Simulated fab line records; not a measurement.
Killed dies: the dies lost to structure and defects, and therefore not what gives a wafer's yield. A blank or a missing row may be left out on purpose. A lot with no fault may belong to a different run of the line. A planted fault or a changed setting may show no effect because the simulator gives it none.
Comparing a struck lot with a sound one	flow sky130	15 out of 708 route steps
Sound: wafers L152.2, L152.3, L152.5. Wafers struck: L160.1, L160.2, L160.6. The cause comes at the end.
Each step with rows lists, per side, the tool, then ch with its chambers, then its first start. Under that, the readings that differ: sound wafers	struck wafers	difference of the means	sigmas: that difference in standard deviations of wafers without a fault.
alike: same words and numbers on both sides, and readings whose means sit less than 2 such deviations apart. not compared: any withheld reading, any reading some wafer has no value for, any bound like >300 that may hide the same value, and any number with overlapping values for which the record gives no deviation.
The two part at a step that has a row with sigmas, a row that says differs or no value, or rows on one side only. Numbers that don't overlap but have no deviation are shown without sigmas and don't part them. Lack of a reading on every wafer of one side parts them only where that side has two or more wafers.

SKY_VIA2_SPUTTER_20: material TiN, target thk 20 nm, time 80 s.
  sound on pvd sputter-02, day 36 10:08; struck on pvd sputter-03, day 39 11:25
reading	sound	struck	difference	sigmas
throttle valve pct (%)	29.0 28.8 28.8	30.5 29.9 30.9	+1.6	+2
SKY_VIA2_CVD_21: deposits W, target thk 420 nm, time 126.4 s.
  sound on cvd w-01 ch 0,1, day 36 10:11; struck on cvd w-01 ch 0,1, day 39 11:28
reading	sound	struck	difference	sigmas
heater power w (W)	911 937 946	886 838 893	-59	-2
SKY_VIA2_RS_MEAS_22: the measuring method here is four-point-probe.
  sound on film metro-03, day 36 10:20; struck on film metro-01, day 39 11:36
  alike: VIA2_W_RS
SKY_VIA2_THK_MEAS_23: measures by xrf.
  sound on film metro-03, day 36 10:27; struck on film metro-01, day 39 11:43
  alike: VIA2_W_THK
then, 3 steps without rows for these wafers: SKY_VIA2_CMP_24 (polishes, stops on SiO2, t overpolish 20 s, target thk 0 nm); SKY_METAL3_SPUTTER_00 (material Ti, target thk 15 nm, time 10 s); SKY_METAL3_SPUTTER_01 (material TiN, target thk 20 nm, time 16.7 s).
SKY_METAL3_SPUTTER_02: material AlCu, target thk 735 nm, time 39.1 s.
  sound on pvd sputter-01, day 36 10:51; struck on pvd sputter-04, day 39 12:08
  alike: throttle valve pct
SKY_METAL3_SPUTTER_03: material Ti, target thk 5 nm, time 3.3 s.
  sound on pvd sputter-01, day 36 10:53; struck on pvd sputter-04, day 39 12:10
  alike: throttle valve pct
SKY_METAL3_SPUTTER_04: material TiN, target thk 70 nm, time 58.3 s.
  sound on pvd sputter-01, day 36 10:55; struck on pvd sputter-04, day 39 12:11
  alike: throttle valve pct
then, 1 step without rows for these wafers: SKY_CAPM_CVD_00 (deposits SiO2, target thk 15.5 nm).
SKY_CAPM_THK_MEAS_01:
  sound on film metro-03, day 36 10:59; struck on film metro-04, day 39 12:16
  alike: CAPM_CVD_00_THK
SKY_CAPM_SPUTTER_02: material TiN, target thk 200 nm, time 166.7 s.
  sound on pvd sputter-03, day 36 11:02; struck on pvd sputter-01, day 39 12:19
reading	sound	struck	difference	sigmas
model.TiN_of_CAPM_SPUTTER_02.thk nm (nm)	199.3 197.6 199.2	124.9 121.1 122.1	-76.0	
  alike: throttle valve pct
SKY_CAPM_RS_MEAS_03: the measuring method here is four-point-probe.
  sound on film metro-02, day 36 11:10; struck on film metro-02, day 39 12:49
reading	sound	struck	difference	sigmas
CAPM_TIN_RS (ohm/sq)	6.94 6.99 6.95	11.23 11.60 11.50	+4.48	+52
  not compared: hold
SKY_PAD_OPEN_PROBE_99:
  rows exist in the record for the sound wafers here (prober-02, day 45 19:46), none for the struck ones

== WHERE THEY PART ==
First at SKY_VIA2_SPUTTER_20; last, within this record, at SKY_PAD_OPEN_PROBE_99.

WHY: what the simulator had put in
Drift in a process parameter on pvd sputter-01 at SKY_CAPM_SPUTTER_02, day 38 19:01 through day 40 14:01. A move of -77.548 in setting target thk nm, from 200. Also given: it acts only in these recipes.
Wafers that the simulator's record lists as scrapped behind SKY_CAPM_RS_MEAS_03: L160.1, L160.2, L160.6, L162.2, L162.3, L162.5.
